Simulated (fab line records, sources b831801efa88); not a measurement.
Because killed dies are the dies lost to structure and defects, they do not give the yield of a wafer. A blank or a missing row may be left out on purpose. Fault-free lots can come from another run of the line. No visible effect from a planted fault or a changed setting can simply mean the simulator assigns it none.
Comparing a struck lot with a sound one || flow sky130 || 14 out of 708 route steps
Sound: these wafers, L700.1, L700.3, L700.5. Struck: wafers L706.3, L706.4, L706.5. At the end, the cause is stated.
For every step that has rows: the tool of each side, followed by ch and its chambers, followed by its first start. Under that, the readings that differ: sound wafers || struck wafers || difference of the means || sigmas: that difference in standard deviations of wafers without a fault.
alike: a reading whose means differ by less than 2 such deviations, as well as words and numbers matching on both sides. not compared: withheld readings; readings where some wafer has no value; bounds like >300 that might hide an equal value; numbers whose values overlap and for which the record gives no deviation.
A row with sigmas, a row that says differs or no value, or rows on one side alone: a step with any of these is where the two part. Non-overlapping numbers with no deviation appear without sigmas and do not part them. A reading that every wafer of one side lacks parts them only if that side has two wafers or more.

first, 2 steps without rows for these wafers: SKY_METAL3_CLEAN_22 (cleans in O3/DIW); SKY_VIA3_HDPCVD_00 (deposits SiO2, target thk 1635 nm, time 272.5 s).
SKY_VIA3_THK_MEAS_01:
  sound: film_metro-04 at day 39 04:41; struck: film_metro-02 at day 41 05:11
  alike: VIA3_HDPCVD_THK
SKY_VIA3_CMP_02: polishes SiO2.
  sound on cmp-02 ch 0,1,2, day 39 04:45; struck on cmp-02 ch 1,2, day 41 05:13
  alike: motor_current_A, retaining_ring_pressure_frac
SKY_VIA3_BOW_MEAS_03:
  sound: film_metro-02 at day 39 05:03; struck: film_metro-04 at day 41 05:34
  alike: VIA3_BOW
then, 7 steps without rows for these wafers: SKY_VIA3_DEHYDRATE_04 (time 60 s); SKY_VIA3_HMDS_05 (prime time 60 s); SKY_VIA3_COAT_06 (resist thk 60 nm); SKY_VIA3_COAT_07 (resist thk 450 nm); SKY_VIA3_SOFTBAKE_08 (time 90 s); SKY_VIA3_EXPOSE_09 (exposes mask VIM3, target cd 200 nm); SKY_VIA3_PEB_10.
SKY_VIA3_DEVELOP_11: develop time 60 s.
  struck on litho_track-01, day 42 05:00; sound on litho_track-02 ch 0, day 40 05:00
  no value came back on the struck wafers for chill_plate_temp_C (C), develop_time_s (s); on the sound wafers chill_plate_temp_C (C) reads 23.03 23.04 22.92
{"reading": "model.KrF-thick_of_VIA3_COAT_07.thk_nm (nm)", "sound": "435.8 436 436.9", "struck": "451.3 451.6 451", "difference": "+15.1", "sigmas": ""}
SKY_VIA3_CD_MEAS_12: target cd 200 nm.
  sound: cd_sem-02 at day 40 05:55; struck: cd_sem-02 at day 42 05:29
{"reading": "cd_nm (nm)", "sound": "201.6 199.9 199.7", "struck": "- - -", "difference": "no value on the struck wafers", "sigmas": ""}

## WHERE THEY PART
Earliest at SKY_VIA3_DEVELOP_11; latest, in this record, at SKY_VIA3_CD_MEAS_12.

WHY: whatever the simulator had introduced
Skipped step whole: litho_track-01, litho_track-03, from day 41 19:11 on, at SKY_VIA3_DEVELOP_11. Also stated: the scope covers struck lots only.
